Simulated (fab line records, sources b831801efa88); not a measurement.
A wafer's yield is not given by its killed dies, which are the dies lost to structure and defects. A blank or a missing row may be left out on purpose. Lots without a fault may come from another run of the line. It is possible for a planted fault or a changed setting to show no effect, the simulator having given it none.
Which of the tools did it? -- flow sky130 -- 11 lots, 33 wafers sampled, at 3 steps of a route of 708

WHAT EACH GAUGE READ, for each wafer
SKY_CAPM_THK_MEAS_01.
lot,measured,on,CAPM_CVD_00_THK (nm)
L426,day 37 14:37,film-metro-04,15.31 15.54 15.60
L427,day 37 18:56,film-metro-03,15.74 15.54 15.79
L428,day 38 15:06,film-metro-03,15.73 15.91 15.57
L430,day 39 13:19,film-metro-04,15.27 15.74 15.48
L431,day 39 19:26,film-metro-01,15.50 15.37 15.67
L432,day 40 01:44,film-metro-04,15.38 15.19 15.74
L442,day 43 04:09,film-metro-01,15.33 14.95 15.28
L443,day 43 16:11,film-metro-01,15.45 15.33 15.37
L446,day 44 05:00,film-metro-03,15.25 15.51 15.64
L447,day 44 13:34,film-metro-03,15.27 15.31 15.43
L449,day 44 22:09,film-metro-04,15.06 15.50 15.78

WHICH TOOL RAN EACH LOT (tool, then ch and the chambers of the sampled wafers, then the start)
lot,SKY_METAL3_SPUTTER_00,SKY_METAL3_SPUTTER_04
L426,"pvd-sputter-03, day 37 14:26","pvd-sputter-03, day 37 14:32"
L427,"pvd-sputter-04, day 37 18:44","pvd-sputter-04, day 37 18:50"
L428,"pvd-sputter-01, day 38 14:53","pvd-sputter-01, day 38 15:00"
L430,"pvd-sputter-04, day 39 13:07","pvd-sputter-04, day 39 13:13"
L431,"pvd-sputter-04, day 39 19:15","pvd-sputter-04, day 39 19:22"
L432,"pvd-sputter-04, day 40 01:34","pvd-sputter-04, day 40 01:40"
L442,"pvd-sputter-03, day 43 03:58","pvd-sputter-03, day 43 04:04"
L443,"pvd-sputter-01, day 43 16:01","pvd-sputter-01, day 43 16:07"
L446,"pvd-sputter-03, day 44 04:49","pvd-sputter-03, day 44 04:56"
L447,"pvd-sputter-03, day 44 13:22","pvd-sputter-03, day 44 13:29"
L449,"pvd-sputter-03, day 44 21:58","pvd-sputter-03, day 44 22:05"
- SKY_METAL3_SPUTTER_00: material Ti, target thk 15 nm, time 10 s.
- SKY_METAL3_SPUTTER_04: material TiN, target thk 70 nm, time 58.3 s.

THE ANSWER, worked out from the rows above alone
Rule: what is usual is taken from the lots themselves. Put in order of their means at a reading, lots are off if they are a third of the lots or fewer, leave a main group of 4 or more, and stand apart from it by a gap of 3 or more times the standard deviation of the main group's means; of several such gaps the widest counts. A main group whose means are all the same, to the digits that the tables above print for the reading, isn't used. Also off: a lot with no number at a reading for which 4 or more lots have one. Any other lot the step has rows for is counted as sound.
None of the lots is off at any reading shown; this tells nothing.

WHAT THE SIMULATOR HAD INSERTED
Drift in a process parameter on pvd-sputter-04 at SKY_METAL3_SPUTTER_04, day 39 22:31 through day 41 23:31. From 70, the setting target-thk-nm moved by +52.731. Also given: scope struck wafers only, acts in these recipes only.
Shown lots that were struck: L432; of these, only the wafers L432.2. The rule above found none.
